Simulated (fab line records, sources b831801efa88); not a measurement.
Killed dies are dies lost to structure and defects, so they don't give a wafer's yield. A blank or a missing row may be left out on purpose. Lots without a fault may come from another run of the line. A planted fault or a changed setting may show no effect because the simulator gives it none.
Tool commonality check | flow gf180mcu | 12 lots, 42 wafers sampled

WHY IT WAS OPENED
At GF_V5_THK_MEAS_03 the reading V5_CVD_02_THK is flagged on 2 of 12 lots. Wafers without a fault read 1453 nm, standard deviation 17.
Rule: a lot is flagged when every wafer of it that has a number lies more than 4 standard deviations from that mean, or none has a number. The other lots count as sound.

lot  | measured     | on            | V5_CVD_02_THK (nm), wafer by wafer | flag
L348 | day 26 16:31 | film_metro-03 | 1434 1434 1442                     |
L349 | day 27 02:19 | film_metro-04 | 1456 1433 1433                     |
L350 | day 27 05:52 | film_metro-04 | 1435 1433 1450                     |
L353 | day 28 04:31 | film_metro-02 | 1449 1467 1479                     |
L361 | day 30 13:24 | film_metro-03 | 1434 1435 1429                     |
L362 | day 30 19:17 | film_metro-02 | 1216 1251 1239 1217 1251 1238      | FLAGGED
L365 | day 31 11:55 | film_metro-04 | 1255 1232 1261 1254 1232 1261      | FLAGGED
L366 | day 31 14:26 | film_metro-03 | 1485 1467 1445                     |
L367 | day 32 01:58 | film_metro-04 | 1441 1430 1468                     |
L368 | day 32 03:44 | film_metro-04 | 1463 1481 1461                     |
L369 | day 32 09:06 | film_metro-04 | 1468 1456 1497                     |
L371 | day 32 21:18 | film_metro-03 | 1463 1473 1499                     |
The numbers of the flagged lots are 1242 nm on average: -211 nm against the usual, or -12 standard deviations.

WHICH TOOL RAN EACH LOT
The record holds 3 process steps before the reading, out of a route of 602 steps. In each cell: the tool, then ch and the chambers that the sampled wafers went through, then the start.
lot  | flag    | GF_MIM_SPUTTER_01            | GF_M5_METAL_ETCH_10               | GF_V5_CVD_02
L348 |         | pvd_sputter-01, day 24 19:59 | rie_metal-01 ch 1, day 26 15:39   | pecvd-03 ch 0,1,2, day 26 16:25
L349 |         | pvd_sputter-01, day 25 06:41 | rie_metal-01 ch 0,1, day 27 01:26 | pecvd-01 ch 0,1,2, day 27 02:13
L350 |         | pvd_sputter-04, day 25 10:53 | rie_metal-01 ch 0,1, day 27 04:59 | pecvd-02 ch 0,2, day 27 05:46
L353 |         | pvd_sputter-03, day 26 10:12 | rie_metal-02 ch 0,1, day 28 03:41 | pecvd-03 ch 0,2, day 28 04:24
L361 |         | pvd_sputter-01, day 28 21:23 | rie_metal-02 ch 0,1, day 30 12:06 | pecvd-01 ch 0,1,2, day 30 13:17
L362 | FLAGGED | pvd_sputter-03, day 29 03:29 | rie_metal-03 ch 0,1, day 30 18:16 | pecvd-01 ch 0,2, day 30 19:09
L365 | FLAGGED | pvd_sputter-04, day 29 21:49 | rie_metal-02 ch 0, day 31 10:57   | pecvd-01 ch 0,1,2, day 31 11:49
L366 |         | pvd_sputter-03, day 30 01:26 | rie_metal-01 ch 1, day 31 13:32   | pecvd-02 ch 0,1,2, day 31 14:20
L367 |         | pvd_sputter-01, day 30 12:44 | rie_metal-03 ch 1, day 32 01:06   | pecvd-02 ch 0,1,2, day 32 01:51
L368 |         | pvd_sputter-01, day 30 16:24 | rie_metal-03 ch 0,1, day 32 02:53 | pecvd-03 ch 0,1,2, day 32 03:40
L369 |         | pvd_sputter-01, day 30 21:29 | rie_metal-01 ch 0, day 32 08:08   | pecvd-02 ch 0,2, day 32 09:00
L371 |         | pvd_sputter-01, day 31 10:58 | rie_metal-03 ch 0,1, day 32 20:27 | pecvd-02 ch 0,1, day 32 21:12
What these steps do:
- GF_MIM_SPUTTER_01: material TiN, target thk 30 nm, time 25 s.
- GF_M5_METAL_ETCH_10: etches the open film in Cl2/BCl3, stops on SiO2, target depth 627.5 nm, time 104.6 s.
- GF_V5_CVD_02: deposits SiO2 from TEOS, target thk 1450 nm, time 163.28 s.
- GF_V5_THK_MEAS_03

FLAGGED OVER TOTAL, TOOL BY TOOL (the gauges that took the reading come last)
step                | tool           | lots run | flagged | share of the flagged lots | sound lots run after its first flagged lot
GF_MIM_SPUTTER_01   | pvd_sputter-01 | 7        | 0       | none                      | -
GF_MIM_SPUTTER_01   | pvd_sputter-03 | 3        | 1       | some                      | 1 (L366)
GF_MIM_SPUTTER_01   | pvd_sputter-04 | 2        | 1       | some                      | 0
GF_M5_METAL_ETCH_10 | rie_metal-01   | 5        | 0       | none                      | -
GF_M5_METAL_ETCH_10 | rie_metal-02   | 3        | 1       | some                      | 0
GF_M5_METAL_ETCH_10 | rie_metal-03   | 4        | 1       | some                      | 3 (L367,L368,L371)
GF_V5_CVD_02        | pecvd-01       | 4        | 2       | all                       | 0
GF_V5_CVD_02        | pecvd-02       | 5        | 0       | none                      | -
GF_V5_CVD_02        | pecvd-03       | 3        | 0       | none                      | -
GF_V5_THK_MEAS_03   | film_metro-02  | 2        | 1       | some                      | 0
GF_V5_THK_MEAS_03   | film_metro-03  | 4        | 0       | none                      | -
GF_V5_THK_MEAS_03   | film_metro-04  | 6        | 1       | some                      | 3 (L367,L368,L369)

WHAT THE TABLE ALLOWS
1 row of the table ran every flagged lot: pecvd-01 at GF_V5_CVD_02.
- pecvd-01 at GF_V5_CVD_02: 2 of its 4 lots flagged. Its last sound lot is L361 (day 30 13:17), its first flagged lot L362 (day 30 19:09): a fault that began between those two fits. Its own readings lie more than 4 standard deviations out on every wafer of the flagged lots: rf_fwd_power_W.
One tool is left: pecvd-01 at GF_V5_CVD_02.

WHAT THE SIMULATOR HAD PUT IN
Process parameter drift: pecvd-01, from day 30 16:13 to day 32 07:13, at GF_V5_CVD_02. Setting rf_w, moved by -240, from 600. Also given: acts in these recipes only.
Lots struck among those shown: L362, L365. The rule above found the same.
